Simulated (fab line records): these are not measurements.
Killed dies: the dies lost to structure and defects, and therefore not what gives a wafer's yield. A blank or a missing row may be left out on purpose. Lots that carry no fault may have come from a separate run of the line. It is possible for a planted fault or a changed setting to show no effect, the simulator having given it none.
Which tool is to blame? ; flow gf180mcu ; 13 lots, 39 wafers sampled, at 5 steps of a route of 602

## WHAT THE GAUGES READ, wafer by wafer
GF_HV_LDD_RS_MEAS_53: measures by four-point-probe. Usual: HV_LDD_RS gives 417.9 ohm/sq (standard deviation 1.3).
lot;measured;on;HV_LDD_RS (ohm/sq);flag
L147;day 12 23:38;film metro-04;418.0 416.1 418.0;
L151;day 13 23:24;film metro-02;417.4 417.1 417.9;
L154;day 15 03:45;film metro-01;418.6 418.2 419.3;
L156;day 15 23:35;film metro-04;418.0 418.8 417.3;
L157;day 16 04:08;film metro-02;409.1 408.3 408.7;OFF
L158;day 16 13:55;film metro-01;411.2 411.7 411.8;OFF
L160;day 17 06:36;film metro-02;417.3 417.6 418.5;
L164;day 18 09:44;film metro-02;418.4 419.0 417.5;
L165;day 18 23:47;film metro-04;417.4 420.0 419.2;
L166;day 19 03:25;film metro-02;418.0 418.8 419.0;
L167;day 19 13:06;film metro-02;417.5 418.3 418.0;
L168;day 19 21:31;film metro-01;419.5 419.2 418.3;
L169;day 20 03:32;film metro-01;421.1 420.7 420.8;

GF_M3_RS_MEAS_05: measures by four-point-probe. Usual: M3_ALCU_RS gives 0.0695 ohm/sq (standard deviation 0.00068).
lot;measured;on;M3_ALCU_RS (ohm/sq);flag
L147;day 21 02:04;film metro-03;0.0692 0.0690 0.0693;
L151;day 22 03:35;film metro-03;0.0690 0.0689 0.0692;
L154;day 23 13:34;film metro-04;0.0698 0.0701 0.0697;
L156;day 24 09:35;film metro-03;0.0686 0.0691 0.0687;
L157;day 24 14:15;film metro-03;0.0680 0.0688 0.0675;
L158;day 24 23:13;film metro-04;0.0687 0.0693 0.0699;
L160;day 25 14:24;film metro-03;0.0705 0.0692 0.0693;
L164;day 26 12:25;film metro-03;0.0685 0.0691 0.0695;
L165;day 27 04:25;film metro-04;0.0699 0.0698 0.0696;
L166;day 27 06:36;film metro-03;0.0702 0.0703 0.0706;
L167;day 27 13:34;film metro-04;0.0694 0.0688 0.0691;
L168;day 27 20:32;film metro-03;0.0697 0.0701 0.0696;
L169;day 28 01:22;film metro-04;0.0689 0.0687 0.0689;

## TOOL THAT RAN EACH LOT (tool first, then ch and the chambers of the sampled wafers, then the start)
lot;GF_HV_LDD_IMPLANT_34;GF_CONTACT_CVD_02;GF_M3_SPUTTER_01
L147;implanter-03 ch 0, day 12 02:47;pecvd-01 ch 1,2, day 15 18:26;pvd sputter-03, day 21 01:57
L151;implanter-03 ch 0, day 13 02:11;pecvd-03 ch 0,1, day 16 20:22;pvd sputter-01, day 22 03:25
L154;implanter-04 ch 0, day 14 05:39;pecvd-04 ch 1,2, day 18 04:28;pvd sputter-01, day 23 13:25
L156;implanter-04 ch 0, day 15 01:13;pecvd-01 ch 1,2, day 19 02:22;pvd sputter-03, day 24 09:26
L157;implanter-03 ch 0, day 15 05:17;pecvd-01 ch 0,1,2, day 19 07:47;pvd sputter-03, day 24 14:08
L158;implanter-03 ch 0, day 15 15:00;pecvd-01 ch 2, day 19 17:43;pvd sputter-02, day 24 23:05
L160;implanter-01 ch 0, day 16 06:50;pecvd-03 ch 0,2, day 20 10:47;pvd sputter-03, day 25 14:14
L164;implanter-01 ch 0, day 17 09:05;pecvd-01 ch 0,1,2, day 21 14:16;pvd sputter-03, day 26 12:17
L165;implanter-01 ch 0, day 17 23:07;pecvd-03 ch 0,1, day 22 06:08;pvd sputter-01, day 27 04:17
L166;implanter-03 ch 0, day 18 03:11;pecvd-04 ch 0,2, day 22 08:58;pvd sputter-01, day 27 06:29
L167;implanter-01 ch 0, day 18 11:50;pecvd-04 ch 0,1, day 22 17:19;pvd sputter-03, day 27 13:27
L168;implanter-01 ch 0, day 18 19:55;pecvd-03 ch 1,2, day 23 01:05;pvd sputter-03, day 27 20:23
L169;implanter-03 ch 0, day 19 02:05;pecvd-04 ch 0,1, day 23 08:26;pvd sputter-02, day 28 01:15
- GF_HV_LDD_IMPLANT_34
- GF_CONTACT_CVD_02: deposits SiO2 from TEOS, target thk 860 nm, time 95.992 s.
- GF_M3_SPUTTER_01: material TiN, target thk 30 nm, time 25 s.

## AS READ BY THE TOOLS THEMSELVES (means over the sampled wafers that have a number; for cases with no such wafer, the mark the record gives instead)
GF_HV_LDD_IMPLANT_34. Usual: dose ions cm2 7.498e+12, standard deviation 8.1e+09; faraday current uA 42.4, standard deviation 0.82.
lot;tool;dose ions cm2;faraday current uA;flag
L147;implanter-03;7.490e+12;42.0;
L151;implanter-03;7.490e+12;42.1;
L154;implanter-04;7.502e+12;41.6;
L156;implanter-04;7.501e+12;43.4;
L157;implanter-03;1.020e+13;57.7;OFF
L158;implanter-03;1.019e+13;57.4;OFF
L160;implanter-01;7.497e+12;41.9;
L164;implanter-01;7.510e+12;42.5;
L165;implanter-01;7.504e+12;41.9;
L166;implanter-03;7.499e+12;43.0;
L167;implanter-01;7.502e+12;42.5;
L168;implanter-01;7.501e+12;42.1;
L169;implanter-03;7.489e+12;42.6;

GF_CONTACT_CVD_02. Usual: heater power outer w 439 W, standard deviation 93; heater power w 718 W, standard deviation 110.
lot;tool;heater power outer w (W);heater power w (W);flag
L147;pecvd-01;524;847;
L151;pecvd-03;535;789;
L154;pecvd-04;480;730;
L156;pecvd-01;498;814;
L157;pecvd-01;451;768;
L158;pecvd-01;482;739;
L160;pecvd-03;529;795;
L164;pecvd-01;453;771;
L165;pecvd-03;409;656;
L166;pecvd-04;364;632;
L167;pecvd-04;368;653;
L168;pecvd-03;389;658;
L169;pecvd-04;347;629;

GF_M3_SPUTTER_01. Usual: chamber pressure pa 0.4000 Pa, standard deviation 0.0009; throttle valve pct 30.3 %, standard deviation 0.78.
lot;tool;chamber pressure pa (Pa);throttle valve pct (%);flag
L147;pvd sputter-03;0.4008;31.0;
L151;pvd sputter-01;0.3997;29.8;
L154;pvd sputter-01;0.3996;29.6;
L156;pvd sputter-03;0.4005;30.4;
L157;pvd sputter-03;0.3989;31.5;
L158;pvd sputter-02;0.4005;30.6;
L160;pvd sputter-03;0.3996;31.1;
L164;pvd sputter-03;0.4005;31.2;
L165;pvd sputter-01;0.4001;29.7;
L166;pvd sputter-01;0.3992;29.7;
L167;pvd sputter-03;0.4007;31.0;
L168;pvd sputter-03;0.4003;31.4;
L169;pvd sputter-02;0.3998;31.0;

## THE ANSWER, worked out from the rows above alone
Rule: a lot is off if the mean of its wafers that have a number lies more than 3 standard deviations from the usual mean. Also off: a lot with no number at a reading for which 4 or more lots have one. All remaining lots with rows at the step are treated as sound. First the gauges in route order, then the tools' own readings, where a lot's mean is used as printed above. At the first step where some lot is off, the reading lying furthest off is the one used; lots without a number count as furthest.
Off: L157, L158, seen at GF_HV_LDD_RS_MEAS_53 (HV_LDD_RS).
If a tool, at a process step before that reading, ran all the lots that are off and no sound lot after the first of them, it fits. The gauges at GF_HV_LDD_RS_MEAS_53 aren't tried: what is off there is off at GF_HV_LDD_IMPLANT_34 too, on other tools, and a gauge's error can't cause that. Of those tried, none fits.

## WHAT THE SIMULATOR HAD PUT IN
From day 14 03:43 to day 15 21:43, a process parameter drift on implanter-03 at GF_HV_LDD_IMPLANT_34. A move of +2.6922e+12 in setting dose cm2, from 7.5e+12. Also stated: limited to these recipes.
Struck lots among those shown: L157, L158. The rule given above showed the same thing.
